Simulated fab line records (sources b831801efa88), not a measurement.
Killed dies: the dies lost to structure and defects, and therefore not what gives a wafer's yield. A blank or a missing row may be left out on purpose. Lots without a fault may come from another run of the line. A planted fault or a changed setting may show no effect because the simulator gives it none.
fab line records    flow sky130
record: lots: 7  wafers: 21  lastDay: 50
route steps=708 shown LDD_P@258 LDD_HVN@267 PAD_OPEN@708
lots that met no fault: from a run of the same line without faults
startH: the number of hours between the record's first day and the start of the first shown wafer of the lot    waitH: hours from the lot's prior step to this one    " as in the row above    L1.1+2: a single row standing in for several wafers    - no value, or no start was given    * or withheld: withheld    < > ~ a bound
route shown NAME@n: NAME is a module with steps in the file, n the number in the route of the first one    usual: the fault-free wafers' mean and standard deviation    same: alike in all rows    chamber/n: place in a boat    sites: readings site by site    _std_site: the standard deviation of these    _edge_site: mean of outer sites minus mean of inner sites    radiusMm: for every site, how far away it sits from the centre of the wafer    mask NAME#n: copy n    behind: tool/chamber where the wafer was last shaped    hold: why the lot was held/for how many hours/how that ended    device: names the non-switching transistor (n, p or np)    end of line: the same wafers' tests at the end of the route    a step with no rows: only its recipe    killed: dies that structure and defects cost at the first sort, which is not the same as the wafer's yield    map: per-die view of a wafer (x killed, . not killed, _ where there is no die)
set.NAME: the setting the step ran with; set.NAME@STEP: the setting that earlier step ran with    model.NAME: the simulator's own value behind a step, which no gauge read
certain route steps with their lots: each step a table, each wafer a row
services: a tool's chamber out of use, with start hour (startH, from the record's first day; less than 0 if before it), hours out, and reason
== steps ==
step: SKY_LDD_P_SOFTBAKE_03
recipe: tempC: 90  timeS: 60  resist: NOVOLAK
step: SKY_LDD_P_EXPOSE_04
recipe: maskId: PSDM  na: 0.6  sourceShape: conventional  sigmaOuter: 0.6  polarization: unpolarized  targetCdNm: 380  doseMj: 135.6
step: SKY_LDD_P_PEB_05
recipe: tempC: withheld  timeS: *  resist: NOVOLAK
step: SKY_LDD_P_DEVELOP_06
recipe: resist: NOVOLAK  developer: TMAH  developTimeS: 60  devTempC: 23
step: SKY_LDD_P_CD_MEAS_07
recipe: targetCdNm: 380
usual: cdNm: 380.5/2.6
lot.wafer  tool      chamber  startH  waitH  cdNm
L541.4     cdSem-02  -        470.72  0.1    381.8
L541.5     "         -        "       "      381.7
L541.6     "         -        "       "      380.2
L540.2     cdSem-02  -        471.10  0.1    381.9
L540.4     "         -        "       "      385.5
L540.6     "         -        "       "      383.1
L553.1     cdSem-01  -        555.37  0.1    380.2
L553.2     "         -        "       "      377.1
L553.5     "         -        "       "      379.8
L555.3     cdSem-02  -        571.30  0.1    380.6
L555.4     "         -        "       "      380.0
L555.6     "         -        "       "      378.9
L556.3     cdSem-02  -        572.85  0.1    376.1
L556.4     "         -        "       "      376.5
L556.6     "         -        "       "      375.7
L557.1     cdSem-02  -        583.62  0.1    381.9
L557.3     "         -        "       "      383.3
L557.4     "         -        "       "      381.2
L562.1     cdSem-02  -        621.67  0.1    380.8
L562.2     "         -        "       "      378.2
L562.4     "         -        "       "      381.8
step: SKY_LDD_P_OVL_MEAS_08
usual: LDD_P_OVL: -0.2/1.3
lot.wafer  tool        chamber  startH  waitH  LDD_P_OVL[nm]
L541.4     overlay-01  -        470.80  0.1    -1.0
L541.5     "           -        "       "      1.2
L541.6     "           -        "       "      -1.0
L540.2     overlay-01  -        471.21  0.1    -1.1
L540.4     "           -        "       "      1.0
L540.6     "           -        "       "      2.0
L553.1     overlay-01  -        555.49  0.1    1.6
L553.2     "           -        "       "      -1.5
L553.5     "           -        "       "      -0.4
L555.3     overlay-01  -        571.39  0.1    -2.9
L555.4     "           -        "       "      -1.2
L555.6     "           -        "       "      0.4
L556.3     overlay-01  -        572.94  0.1    1.2
L556.4     "           -        "       "      -0.3
L556.6     "           -        "       "      0.2
L557.1     overlay-02  -        583.74  0.1    -1.5
L557.3     "           -        "       "      0.9
L557.4     "           -        "       "      -2.3
L562.1     overlay-01  -        621.79  0.1    0.9
L562.2     "           -        "       "      0.1
L562.4     "           -        "       "      0.4
step: SKY_LDD_P_IMPLANT_09
recipe: species: BF2  energyKev: 25  doseCm2: 1e+13  tiltDeg: withheld
step: SKY_LDD_P_STRIP_10
recipe: chemistry: O2/N2  powerW: 1400  pressureMtorr: 1500  platenTempC: withheld  o2FlowSccm: 3000  n2FlowSccm: 300  overashFraction: 0.5
usual: drypumpMotorCurrentA: 5.73/0.29  oesProductAu: 0.715/0.005  stripTimeToEndpointS: 14.16/0.033
lot.wafer  tool            chamber  startH  waitH  drypumpMotorCurrentA  oesProductAu  rfHoursCounterH  stripTimeToEndpointS
L541.4     plasmaAsher-04  0        471.00  0.1    5.59                  0.714         -                14.14
L541.5     "               0        "       "      5.58                  0.710         -                14.13
L541.6     "               1        "       "      6.01                  0.710         -                14.20
L540.2     plasmaAsher-03  0        471.39  0.1    6.06                  0.719         32               14.15
L540.4     "               1        "       "      5.26                  0.709         -                14.16
L540.6     "               1        "       "      5.28                  0.717         -                14.20
L553.1     plasmaAsher-04  0        555.67  0.1    5.56                  0.711         88               14.17
L553.2     "               1        "       "      6.00                  0.707         88               14.23
L553.5     "               0        "       "      5.58                  0.710         -                14.16
L555.3     plasmaAsher-01  1        571.60  0.1    5.69                  0.714         -                14.11
L555.4     "               0        "       "      5.85                  0.707         -                14.09
L555.6     "               1        "       "      5.68                  0.722         -                14.09
L556.3     plasmaAsher-03  0        573.15  0.1    6.03                  0.714         -                14.13
L556.4     "               1        "       "      5.29                  0.713         -                14.18
L556.6     "               1        "       "      5.26                  0.705         -                14.14
L557.1     plasmaAsher-03  0        583.92  0.1    6.01                  0.716         43               14.14
L557.3     "               0        "       "      6.00                  0.712         -                14.12
L557.4     "               1        "       "      5.27                  0.711         -                14.14
L562.1     plasmaAsher-04  1        621.97  0.1    6.01                  0.715         94               14.12
L562.2     "               0        "       "      5.61                  0.721         94               14.14
L562.4     "               0        "       "      5.60                  0.717         -                14.17
step: SKY_LDD_P_TW_MEAS_11
usual: LDD_P_TW: 629/5.3
lot.wafer  tool          chamber  startH  waitH  LDD_P_TW
L541.4     filmMetro-01  -        471.10  0.1    638
L541.5     "             -        "       "      636
L541.6     "             -        "       "      639
L540.2     filmMetro-02  -        471.50  0.1    627
L540.4     "             -        "       "      629
L540.6     "             -        "       "      627
L553.1     filmMetro-02  -        555.77  0.1    629
L553.2     "             -        "       "      624
L553.5     "             -        "       "      629
L555.3     filmMetro-02  -        571.69  0.1    628
L555.4     "             -        "       "      629
L555.6     "             -        "       "      631
L556.3     filmMetro-04  -        573.24  0.1    621
L556.4     "             -        "       "      623
L556.6     "             -        "       "      621
L557.1     filmMetro-01  -        584.02  0.1    635
L557.3     "             -        "       "      636
L557.4     "             -        "       "      633
L562.1     filmMetro-02  -        622.07  0.1    626
L562.2     "             -        "       "      626
L562.4     "             -        "       "      629
step: SKY_LDD_HVN_DEHYDRATE_00
recipe: tempC: 200  timeS: 60
step: SKY_LDD_HVN_HMDS_01
recipe: primeTimeS: 60  primeTempC: 120
step: SKY_LDD_HVN_COAT_02
recipe: resist: NOVOLAK  spinRpm: 3000  resistThkNm: 300
step: SKY_LDD_HVN_SOFTBAKE_03
recipe: tempC: 90  timeS: 60  resist: NOVOLAK
usual: heaterPowerTotalW: 56.60/0.043  runLengthS: 88.94/0.17
lot.wafer  tool           chamber  startH  waitH  heaterPowerTotalW  runLengthS
L541.4     lithoTrack-03  0        486.19  0.1    56.57              89.27
L541.5     "              0        "       "      56.61              88.97
L541.6     "              0        "       "      56.61              89.18
L540.2     lithoTrack-01  0        486.70  0.1    56.56              88.74
L540.4     "              0        "       "      56.59              88.71
L540.6     "              0        "       "      56.51              88.70
L553.1     lithoTrack-01  0        570.72  0.1    57.53              86.03
L553.2     "              0        "       "      57.60              86.16
L553.5     "              0        "       "      57.53              85.93
L555.3     lithoTrack-01  0        586.37  0.1    57.55              86.05
L555.4     "              0        "       "      57.59              85.98
L555.6     "              0        "       "      57.64              85.98
L556.3     lithoTrack-01  0        587.87  0.1    57.51              86.00
L556.4     "              0        "       "      57.51              86.17
L556.6     "              0        "       "      57.55              86.01
L557.1     lithoTrack-03  0        598.67  0.1    56.61              88.99
L557.3     "              0        "       "      56.55              88.96
L557.4     "              0        "       "      56.55              89.38
L562.1     lithoTrack-02  0        636.33  0.1    56.63              88.86
L562.2     "              0        "       "      56.63              88.93
L562.4     "              0        "       "      56.57              88.86
step: SKY_LDD_HVN_EXPOSE_04
recipe: maskId: HVNTM  na: 0.6  sourceShape: conventional  sigmaOuter: 0.6  polarization: unpolarized  targetCdNm: 700  doseMj: 127
step: SKY_PAD_OPEN_PROBE_99
usual: killed_at_M0_to_M3: 42/6.6  killed_at_M4_up: 3.0/1.7  killedAtContacts: 24/5.3  killedAtFrontEnd: 15/4.5  killedAtOther: 0.2/0.49  killedDies: 83/9  killedOpen: 45/6.9  killedShort: 38/5.8
same: grossDies: 492  killedAtBackSide: 0
lot.wafer  tool       chamber  startH   waitH  killed_at_M0_to_M3  killed_at_M4_up  killedAtContacts  killedAtFrontEnd  killedAtOther  killedDies  killedOpen  killedShort
L541.4     prober-01  -        1113.41  0.2    31                  1                24                15                0              71          41          30
L541.5     prober-01  -        1113.46  0.2    38                  1                21                13                1              74          28          46
L541.6     prober-01  -        1113.51  0.2    35                  6                23                8                 0              72          36          36
L553.1     prober-02  -        1156.50  0.1    44                  4                12                9                 1              70          36          34
L553.2     prober-02  -        1156.55  0.1    38                  2                17                15                0              72          38          34
L553.5     prober-02  -        1156.70  0.2    34                  5                20                15                0              74          36          38
L555.3     prober-02  -        1168.19  0.2    51                  3                18                21                1              94          51          42
L555.4     prober-02  -        1168.24  0.2    47                  3                23                14                0              87          39          47
L555.6     prober-02  -        1168.34  0.2    57                  5                21                24                0              107         61          43
L556.3     prober-01  -        1168.54  0.2    54                  3                34                22                0              113         65          48
L556.4     prober-01  -        1168.59  0.2    50                  2                29                21                1              103         63          40
L556.6     prober-01  -        1168.69  0.2    42                  2                27                13                1              85          45          39
L557.1     prober-02  -        1172.65  0.1    47                  4                20                14                0              85          42          43
L557.3     prober-02  -        1172.75  0.2    42                  4                20                9                 0              75          45          30
L557.4     prober-02  -        1172.80  0.2    42                  3                32                18                0              95          58          37
killed by level:class
L541.4 VIA1:geometricParticle:open=10 CONTACT:geometricParticle:open=7 FIELD_ISO:geometricParticle:short=6 POLY_GATE:geometricParticle:open=6 LI_CONTACT:geometricParticle:open=6 LOCAL_INTERCONNECT:geometricParticle:short=6 VIA2:geometricParticle:open=6 CONTACT:geometricParticle:short=5
L541.5 METAL1:geometricParticle:short=8 FIELD_ISO:geometricParticle:short=7 LI_CONTACT:geometricParticle:open=6 VIA1:geometricParticle:open=6 METAL2:geometricParticle:short=5 CONTACT:geometricParticle:short=5 CONTACT:geometricParticle:open=5 VIA3:geometricParticle:open=5
L541.6 CONTACT:geometricParticle:open=9 METAL1:geometricParticle:short=7 LI_CONTACT:geometricParticle:open=6 VIA2:geometricParticle:open=6 VIA3:geometricParticle:open=6 METAL4:geometricParticle:short=5 CONTACT:geometricParticle:short=5 VIA1:geometricParticle:open=4
L553.1 VIA1:geometricParticle:open=9 VIA3:geometricParticle:open=8 METAL2:geometricParticle:short=7 CONTACT:geometricParticle:open=4 METAL4:geometricParticle:short=4 VIA2:geometricParticle:open=4 VIA2:geometricParticle:short=4 VIA3:geometricParticle:short=4
L553.2 VIA1:geometricParticle:open=10 METAL2:geometricParticle:short=6 LI_CONTACT:geometricParticle:open=5 VIA1:geometricParticle:short=5 LI_CONTACT:geometricParticle:short=4 CONTACT:geometricParticle:short=4 VIA2:geometricParticle:open=4 VIA3:geometricParticle:open=4
L553.5 VIA1:geometricParticle:open=7 LOCAL_INTERCONNECT:geometricParticle:short=7 VIA2:geometricParticle:open=5 VIA2:geometricParticle:short=5 FIELD_ISO:geometricParticle:short=4 FIELD_ISO:geometricParticle:open=4 LI_CONTACT:geometricParticle:open=4 LI_CONTACT:geometricParticle:short=4
L555.3 VIA1:geometricParticle:open=15 FIELD_ISO:geometricParticle:short=9 CONTACT:geometricParticle:open=7 METAL2:geometricParticle:short=7 FIELD_ISO:geometricParticle:open=5 VIA1:geometricParticle:short=5 LI_CONTACT:geometricParticle:open=4 LOCAL_INTERCONNECT:geometricParticle:short=4
L555.4 CONTACT:geometricParticle:open=9 VIA3:geometricParticle:open=9 METAL2:geometricParticle:short=9 CONTACT:geometricParticle:short=8 METAL1:geometricParticle:short=7 VIA1:geometricParticle:open=5 FIELD_ISO:geometricParticle:short=4 VIA2:geometricParticle:open=4
L555.6 VIA1:geometricParticle:open=19 CONTACT:geometricParticle:open=11 FIELD_ISO:geometricParticle:short=9 VIA2:geometricParticle:open=8 VIA1:geometricParticle:short=8 POLY_GATE:geometricParticle:open=6 METAL2:geometricParticle:short=6 FIELD_ISO:geometricParticle:open=5
L556.3 LI_CONTACT:geometricParticle:open=16 VIA1:geometricParticle:open=11 VIA2:geometricParticle:open=10 METAL2:geometricParticle:short=10 POLY_GATE:geometricParticle:open=7 CONTACT:geometricParticle:open=7 METAL1:geometricParticle:short=7 POLY_GATE:geometricParticle:short=6
L556.4 CONTACT:geometricParticle:open=18 VIA1:geometricParticle:open=14 METAL2:geometricParticle:short=8 METAL1:geometricParticle:short=7 VIA3:geometricParticle:open=7 FIELD_ISO:geometricParticle:open=5 POLY_GATE:geometricParticle:open=5 POLY_GATE:geometricParticle:short=4
L556.6 LI_CONTACT:geometricParticle:open=9 CONTACT:geometricParticle:open=9 METAL1:geometricParticle:short=8 VIA2:geometricParticle:open=8 VIA1:geometricParticle:open=7 CONTACT:geometricParticle:short=6 VIA1:geometricParticle:short=5 METAL3:geometricParticle:short=5
L557.1 VIA1:geometricParticle:open=10 METAL2:geometricParticle:short=8 VIA2:geometricParticle:open=7 LI_CONTACT:geometricParticle:open=6 LOCAL_INTERCONNECT:geometricParticle:short=5 VIA1:geometricParticle:short=5 POLY_GATE:geometricParticle:short=4 CONTACT:geometricParticle:open=4
L557.3 LI_CONTACT:geometricParticle:open=8 CONTACT:geometricParticle:open=8 VIA1:geometricParticle:open=8 VIA2:geometricParticle:open=5 VIA3:geometricParticle:open=5 METAL1:geometricParticle:short=4 METAL2:geometricParticle:short=4 FIELD_ISO:geometricParticle:short=3
L557.4 CONTACT:geometricParticle:open=11 VIA1:geometricParticle:open=10 VIA2:geometricParticle:open=10 LI_CONTACT:geometricParticle:open=8 FIELD_ISO:geometricParticle:short=5 LOCAL_INTERCONNECT:geometricParticle:short=5 FIELD_ISO:geometricParticle:open=4 LI_CONTACT:geometricParticle:short=4
== services ==
tool            chamber  startH  hours  kind
plasmaAsher-04  -        494.87  1.0    repair
plasmaAsher-04  -        623.34  1.2    repair
== key ==
firstSign: step: SKY_LDD_HVN_SOFTBAKE_03  reading: heaterPowerTotalW  direction: up  sigmas: 22  usual: *  struck: *
effect: step: SKY_LDD_HVN_SOFTBAKE_03  reading: runLengthS  direction: down  sigmas: 17  usual: *  struck: *
metAt SKY_LDD_HVN_SOFTBAKE_03
struckWafers L553.1,L553.2,L553.5,L555.3,L555.4,L555.6,L556.3,L556.4,L556.6
testerLeftOut L553,L555,L556
onsetBetween 486.70 570.72
fault: kind: processParameterDrift  tool: lithoTrack-01  chamber: -  onsetH: 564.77  steps: SKY_LDD_HVN_SOFTBAKE_03  channel: timeS  offset: *  shape: step  endH: 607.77  actsIn: *  stated: *
testerLeftOut: of these lots the tester's yield and bins aren't shown, on N5 and GAA mostly nor the transistor test; their killed dies are dies lost to structure and defects alone, not to doping, threshold or leakage, so they don't give the yield
